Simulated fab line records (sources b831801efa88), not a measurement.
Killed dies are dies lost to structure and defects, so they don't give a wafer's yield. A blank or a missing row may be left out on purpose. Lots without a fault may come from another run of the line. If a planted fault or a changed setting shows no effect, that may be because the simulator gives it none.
The tool behind it: which one? | flow sky130 | 6 lots, 18 wafers sampled, at 3 steps of a route of 708

WHAT THE GAUGES READ, wafer by wafer
SKY_VIA3_RS_MEAS_22: the measuring method here is four-point-probe.
lot  | measured     | on           | VIA3_W_RS (ohm/sq)
L598 | day 40 03:26 | filmMetro-03 | 0.2940 0.2990 0.2995
L600 | day 41 03:38 | filmMetro-02 | 0.2971 0.2971 0.2943
L610 | day 44 02:12 | filmMetro-01 | 0.2939 0.2947 0.2975
L612 | day 44 13:46 | filmMetro-03 | 0.2964 0.2968 0.3011
L616 | day 45 08:47 | filmMetro-01 | 0.2900 0.2930 0.2949
L619 | day 46 06:54 | filmMetro-01 | 0.2899 0.2917 0.2909

TOOL THAT RAN EACH LOT (tool first, then ch and the chambers of the sampled wafers, then the start)
lot  | SKY_VIA2_CMP_02               | SKY_VIA3_SPUTTER_20
L598 | cmp-01 ch 0,1,3, day 35 16:38 | pvdSputter-04, day 40 03:14
L600 | cmp-01 ch 2,3, day 36 17:42   | pvdSputter-03, day 41 03:25
L610 | cmp-01 ch 0,1,2, day 39 21:47 | pvdSputter-04, day 44 01:58
L612 | cmp-01 ch 0,1,3, day 40 11:19 | pvdSputter-03, day 44 13:32
L616 | cmp-01 ch 0,3, day 41 07:28   | pvdSputter-02, day 45 08:34
L619 | cmp-01 ch 0,2,3, day 42 07:35 | pvdSputter-03, day 46 06:43
- SKY_VIA2_CMP_02: polishes SiO2.
- SKY_VIA3_SPUTTER_20: material TiN, target thk 20 nm, time 80 s.

THE ANSWER, worked out from the rows above alone
Rule: what is usual is taken from the lots themselves. Put in order of their means at a reading, lots are off if they are a third of the lots or fewer, leave a main group of 4 or more, and stand apart from it by a gap of 3 or more times the standard deviation of the main group's means; of several such gaps the widest counts. A main group is skipped when, at the precision printed for the reading in the tables above, its means are all equal. A lot without any number at a reading at which 4 lots or more have one is off too. Any other lot the step has rows for is counted as sound.
None of the lots is off at any reading shown; this tells nothing.

WHAT THE SIMULATOR PUT IN
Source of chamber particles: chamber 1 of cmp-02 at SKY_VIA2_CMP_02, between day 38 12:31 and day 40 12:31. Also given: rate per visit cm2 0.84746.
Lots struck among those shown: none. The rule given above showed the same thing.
